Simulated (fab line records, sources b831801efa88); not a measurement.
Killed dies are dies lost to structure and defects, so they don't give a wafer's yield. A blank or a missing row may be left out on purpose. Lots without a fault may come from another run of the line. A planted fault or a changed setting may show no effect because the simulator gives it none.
Which tool did it? | flow gf180mcu | 11 lots, 33 wafers sampled, at 5 steps of a route of 602

WHAT THE GAUGES READ, wafer by wafer
GF_V3_CD_MEAS_14: target cd 260 nm. Usual: cd_nm 260.4 nm, standard deviation 1.
lot  | measured     | on        | cd_nm (nm)        | flag
L458 | day 22 20:11 | cd_sem-01 | 260.8 261.9 260.0 |
L460 | day 23 18:02 | cd_sem-02 | 260.9 260.6 261.1 |
L465 | day 25 03:34 | cd_sem-02 | 259.8 259.9 259.3 |
L466 | day 25 12:23 | cd_sem-02 | 259.0 259.1 259.8 |
L472 | day 27 10:44 | cd_sem-02 | 260.1 260.8 260.3 |
L474 | day 28 06:25 | cd_sem-01 | 260.2 258.5 259.2 |
L475 | day 28 09:59 | cd_sem-01 | 259.7 260.3 259.8 |
L476 | day 28 16:51 | cd_sem-01 | 261.5 259.7 260.0 |
L478 | day 29 05:38 | cd_sem-01 | 260.1 260.5 260.9 |
L479 | day 29 17:37 | cd_sem-02 | 261.5 261.4 260.4 |
L480 | day 29 21:45 | cd_sem-02 | 262.8 262.1 262.1 |

GF_V3_RS_MEAS_24: measures by four-point-probe. Usual: V3_W_RS 0.328 ohm/sq, standard deviation 0.0033.
lot  | measured     | on            | V3_W_RS (ohm/sq)  | flag
L458 | day 22 21:13 | film_metro-01 | 0.325 0.330 0.329 |
L460 | day 23 19:04 | film_metro-01 | 0.328 0.327 0.324 |
L465 | day 25 04:42 | film_metro-01 | 0.303 0.306 0.304 | OFF
L466 | day 25 13:25 | film_metro-03 | 0.303 0.303 0.303 | OFF
L472 | day 27 11:46 | film_metro-02 | 0.328 0.331 0.324 |
L474 | day 28 07:31 | film_metro-01 | 0.331 0.332 0.334 |
L475 | day 28 11:02 | film_metro-03 | 0.330 0.327 0.328 |
L476 | day 28 17:53 | film_metro-01 | 0.331 0.328 0.330 |
L478 | day 29 06:40 | film_metro-02 | 0.331 0.334 0.329 |
L479 | day 29 18:42 | film_metro-02 | 0.328 0.327 0.331 |
L480 | day 29 22:49 | film_metro-03 | 0.330 0.325 0.331 |

GF_V3_THK_MEAS_25: measures by xrf. Usual: V3_W_THK 348 nm, standard deviation 4.6.
lot  | measured     | on            | V3_W_THK (nm) | flag
L458 | day 22 21:20 | film_metro-01 | 356 351 351   |
L460 | day 23 19:11 | film_metro-01 | 350 349 351   |
L465 | day 25 04:49 | film_metro-01 | 383 377 381   | OFF
L466 | day 25 13:32 | film_metro-03 | 379 380 380   | OFF
L472 | day 27 11:53 | film_metro-02 | 341 341 347   |
L474 | day 28 07:37 | film_metro-01 | 347 346 345   |
L475 | day 28 11:10 | film_metro-03 | 344 347 349   |
L476 | day 28 18:00 | film_metro-01 | 348 351 349   |
L478 | day 29 06:47 | film_metro-02 | 340 340 344   |
L479 | day 29 18:49 | film_metro-02 | 345 345 341   |
L480 | day 29 22:56 | film_metro-03 | 342 346 342   |

WHICH TOOL RAN EACH LOT (tool, then ch and the chambers of the sampled wafers, then the start)
lot  | GF_M3_STRIP_17                       | GF_V3_CVD_23
L458 | plasma_asher-04 ch 0,1, day 21 19:49 | cvd_w-01 ch 0,1, day 22 21:06
L460 | plasma_asher-01 ch 0,1, day 22 18:31 | cvd_w-02 ch 0,1, day 23 18:57
L465 | plasma_asher-01 ch 0,1, day 24 04:04 | cvd_w-02 ch 1, day 25 04:35
L466 | plasma_asher-03 ch 0,1, day 24 13:06 | cvd_w-02 ch 0,1, day 25 13:17
L472 | plasma_asher-03 ch 0,1, day 26 13:41 | cvd_w-01 ch 0,1, day 27 11:38
L474 | plasma_asher-03 ch 0,1, day 27 09:26 | cvd_w-01 ch 0, day 28 07:22
L475 | plasma_asher-04 ch 0,1, day 27 12:55 | cvd_w-02 ch 0,1, day 28 10:56
L476 | plasma_asher-01 ch 0,1, day 27 19:35 | cvd_w-02 ch 0,1, day 28 17:45
L478 | plasma_asher-03 ch 0,1, day 28 09:20 | cvd_w-02 ch 0,1, day 29 06:32
L479 | plasma_asher-01 ch 0,1, day 28 20:26 | cvd_w-02 ch 0,1, day 29 18:35
L480 | plasma_asher-01 ch 0,1, day 29 01:46 | cvd_w-02 ch 0,1, day 29 22:41
- GF_M3_STRIP_17: strips in O2/N2.
- GF_V3_CVD_23: deposits W, target thk 350 nm, time 104.9 s.

WHAT THE TOOLS THEMSELVES READ (means of the sampled wafers that have a number; where no wafer has one, the mark that the record gives instead)
GF_M3_STRIP_17. Usual: drypump_motor_current_A 5.5 A, standard deviation 0.45; heater_power_w 314 W, standard deviation 17; oes_product_au 0.536 a.u., standard deviation 0.0049; strip_time_to_endpoint_s 7.36 s, standard deviation 0.058.
lot  | tool            | drypump_motor_current_A (A) | heater_power_w (W) | oes_product_au (a.u.) | strip_time_to_endpoint_s (s) | flag
L458 | plasma_asher-04 | 5.6                         | 342                | 0.539                 | 7.42                         |
L460 | plasma_asher-01 | 5.2                         | 298                | 0.537                 | 7.37                         |
L465 | plasma_asher-01 | 5.2                         | 305                | 0.539                 | 7.44                         |
L466 | plasma_asher-03 | 5.5                         | 305                | 0.542                 | 7.41                         |
L472 | plasma_asher-03 | 5.9                         | 310                | 0.534                 | 7.29                         |
L474 | plasma_asher-03 | 5.9                         | 316                | 0.532                 | 7.34                         |
L475 | plasma_asher-04 | 5.6                         | 339                | 0.542                 | 7.45                         |
L476 | plasma_asher-01 | 5.2                         | 303                | 0.537                 | 7.41                         |
L478 | plasma_asher-03 | 5.9                         | 317                | 0.537                 | 7.36                         |
L479 | plasma_asher-01 | 5.2                         | 309                | 0.533                 | 7.34                         |
L480 | plasma_asher-01 | 5.2                         | 298                | 0.534                 | 7.29                         |

GF_V3_CVD_23. Usual: heater_power_w 918 W, standard deviation 95; susceptor_temp_C 399.99 C, standard deviation 0.24.
lot  | tool     | heater_power_w (W) | susceptor_temp_C (C) | flag
L458 | cvd_w-01 | 834                | 400.08               |
L460 | cvd_w-02 | 956                | 400.00               |
L465 | cvd_w-02 | 962                | 403.56               | OFF
L466 | cvd_w-02 | 997                | 403.95               | OFF
L472 | cvd_w-01 | 782                | 400.08               |
L474 | cvd_w-01 | 917                | 399.59               |
L475 | cvd_w-02 | 967                | 399.91               |
L476 | cvd_w-02 | 991                | 399.87               |
L478 | cvd_w-02 | 973                | 399.95               |
L479 | cvd_w-02 | 981                | 400.23               |
L480 | cvd_w-02 | 973                | 400.17               |

THE ANSWER, worked out from the rows above alone
Rule: a lot is off if the mean of its wafers that have a number lies more than 3 standard deviations from the usual mean. A lot without any number at a reading at which 4 lots or more have one is off too. The other lots that the step has rows for count as sound. The gauges are gone through in route order, then the tools' own readings, and for those a lot's mean is taken as printed above. The first step at which some lot is off is used, and at that step the reading that is off furthest; a lot without a number counts as furthest.
Off: L465, L466, at GF_V3_RS_MEAS_24 (V3_W_RS).
A tool fits if, at a process step before that reading, it ran every lot that is off, and no sound lot after the first of them. The gauges at GF_V3_RS_MEAS_24 aren't tried: what is off there is off at GF_V3_CVD_23 too, on other tools, and a gauge's error can't cause that. None of those tried fits.

WHAT THE SIMULATOR HAD PUT IN
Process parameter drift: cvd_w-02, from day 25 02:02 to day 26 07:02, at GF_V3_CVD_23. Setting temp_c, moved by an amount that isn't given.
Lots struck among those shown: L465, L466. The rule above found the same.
